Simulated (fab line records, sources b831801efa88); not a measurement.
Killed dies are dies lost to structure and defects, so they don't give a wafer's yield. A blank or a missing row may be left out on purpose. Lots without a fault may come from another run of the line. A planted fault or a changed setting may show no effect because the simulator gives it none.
One fault seen from 2 desks | flow sky130 | each desk has only its own numbers; what lay behind them comes last

THE METROLOGY DESK
What the gauges read, lot by lot, whatever tool the lot ran on: means of the sampled wafers that have a number. A lot is out of limits, marked OUT, if its mean lies more than 4 standard deviations from the usual mean; the brackets give that distance.
Columns: A = PWDE_RS at SKY_NWELL_RS_MEAS_31, usual 5278 ohm/sq
lot  | first seen here | A
L243 | day 5 12:36     | 5289
L245 | day 5 22:38     | 5278
L244 | day 6 00:31     | 5263
L246 | day 6 07:11     | 5279
L247 | day 6 14:35     | 5295
L248 | day 6 17:56     | 5249
L249 | day 6 23:54     | 5266
L250 | day 7 08:49     | 5286
L251 | day 7 11:07     | 5284
L252 | day 7 18:41     | 5291
L258 | day 9 10:37     | 5492 (+13) OUT
L259 | day 9 13:33     | 5471 (+11) OUT
L262 | day 10 08:13    | 5265
L263 | day 10 14:17    | 5291
This desk's finding: out of limits on L258, L259; first on L258, day 9 10:37 (PWDE_RS at SKY_NWELL_RS_MEAS_31). In limits: L243, L245, L244, L246, L247, L248, L249, L250, L251, L252, L262, L263.

THE TOOL OWNER'S DESK: implanter-02
The tool's own readings at SKY_PWDE_IMPLANT_08: means of the sampled wafers that have a number, for each lot that ran on this tool. A lot is out of limits, marked OUT, if its mean lies more than 4 standard deviations from the usual mean; the brackets give that distance.
Columns: A = faraday_current_uA at SKY_PWDE_IMPLANT_08, usual 20.3
lot  | first seen here | A
L244 | day 4 10:03     | 20.3
L252 | day 6 01:49     | 20.3
L258 | day 7 15:13     | 20.7
L259 | day 7 18:01     | 20.4
This desk's finding: nothing out of limits on any of the 4 lots.

PUT TOGETHER
The metrology desk could have raised an alarm at day 9 10:37, on L258, L259.
The tool owner's desk saw nothing out of limits.
The tool owner's desk has L258, L259 on record, within its limits.
Of the lots named, all ran SKY_PWDE_IMPLANT_08 on implanter-02.

WHAT THE SIMULATOR HAD PUT IN
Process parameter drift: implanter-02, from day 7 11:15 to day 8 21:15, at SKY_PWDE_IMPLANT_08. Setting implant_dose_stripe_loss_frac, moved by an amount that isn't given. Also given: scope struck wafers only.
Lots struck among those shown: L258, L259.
Hours from the fault's start to each desk's first reading out of limits: the metrology desk, 47.
